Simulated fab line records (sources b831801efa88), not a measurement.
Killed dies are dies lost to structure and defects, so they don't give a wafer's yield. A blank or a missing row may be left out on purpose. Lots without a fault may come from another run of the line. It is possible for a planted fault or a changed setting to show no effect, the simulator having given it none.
Comparing a struck lot with a sound one    flow sky130    15 out of 708 route steps
Sound: the wafers L569.2, L569.3, L569.5. Struck: wafer L583.3. (L583.1, L583.5 of the same lot were not struck and are left out.) The cause comes at the end.
Per side, at each step with rows, come the tool, then ch with its chambers, and then its first start. Under that, the readings that differ: sound wafers    struck wafers    difference of the means    sigmas: that difference in standard deviations of wafers without a fault.
alike: a reading whose means differ by less than 2 such deviations, as well as words and numbers matching on both sides. not compared: withheld readings; readings where some wafer has no value; bounds like >300 that might hide an equal value; numbers whose values overlap and for which the record gives no deviation.
A row with sigmas, a row that says differs or no value, or rows on one side alone: a step with any of these is where the two part. When numbers do not overlap yet have no deviation, they are printed without sigmas and do not part them. A reading missing from all wafers of one side parts the sides only when that side holds two or more wafers.

first, 4 steps without rows for these wafers: SKY_LDD_P_SOFTBAKE_03 (time 60 s); SKY_LDD_P_EXPOSE_04 (exposes mask PSDM, target cd 380 nm); SKY_LDD_P_PEB_05; SKY_LDD_P_DEVELOP_06 (develop time 60 s).
SKY_LDD_P_CD_MEAS_07: the cd target is 380 nm.
  sound on cd_sem-01 at day 20 13:35; struck on cd_sem-01 at day 25 20:00
reading     sound              struck  difference  sigmas
cd_nm (nm)  379.9 379.8 380.3  375.5   -4.5        -2
SKY_LDD_P_OVL_MEAS_08:
  sound on overlay-01 at day 20 13:41; struck on overlay-01 at day 25 20:07
  alike: LDD_P_OVL
then, 1 step without rows for these wafers: SKY_LDD_P_IMPLANT_09.
SKY_LDD_P_STRIP_10: strips in O2/N2.
  sound on plasma_asher-03 ch 0,1, day 20 13:52; struck on plasma_asher-04 ch 0, day 25 20:19
  alike: drypump_motor_current_A, oes_product_au, strip_time_to_endpoint_s
  not compared: rf_hours_counter_h
SKY_LDD_P_TW_MEAS_11:
  sound on film_metro-02 at day 20 13:58; struck on film_metro-04 at day 25 20:25
  alike: LDD_P_TW
then, 3 steps without rows for these wafers: SKY_LDD_HVN_DEHYDRATE_00 (time 60 s); SKY_LDD_HVN_HMDS_01 (prime time 60 s); SKY_LDD_HVN_COAT_02 (resist thk 300 nm).
SKY_LDD_HVN_SOFTBAKE_03: time 60 s.
  sound on litho_track-04 ch 0, day 21 05:28; struck on litho_track-01 ch 0, day 26 11:00
reading                   sound              struck  difference  sigmas
heater_power_total_W (W)  56.63 56.63 56.56  60.27   +3.66       +83
run_length_s (s)          88.82 88.66 88.87  78.51   -10.27      -49
then, 1 step without rows for these wafers: SKY_LDD_HVN_EXPOSE_04 (exposes mask HVNTM, target cd 700 nm).
-- record jumps: 24 days separate the struck wafers' starts on either side; left off in module LDD_HVN, taken up again in module PAD_OPEN, whose first shown step is the route's number 708 --
SKY_PAD_OPEN_PROBE_99:
  sound on prober-01 at day 47 05:55; struck on prober-01 at day 50 08:23
reading      sound     struck  difference  sigmas
killed_open  57 48 41  33      -16         -2
  alike: killed_at_M0_to_M3, killed_at_M4_up, killed_at_contacts, killed_at_front_end, killed_at_other, killed_dies, killed_on_rim, killed_short

== WHERE THEY PART ==
Last at SKY_PAD_OPEN_PROBE_99 as far as this record goes, first at SKY_LDD_P_CD_MEAS_07.

WHY: whatever the simulator had introduced
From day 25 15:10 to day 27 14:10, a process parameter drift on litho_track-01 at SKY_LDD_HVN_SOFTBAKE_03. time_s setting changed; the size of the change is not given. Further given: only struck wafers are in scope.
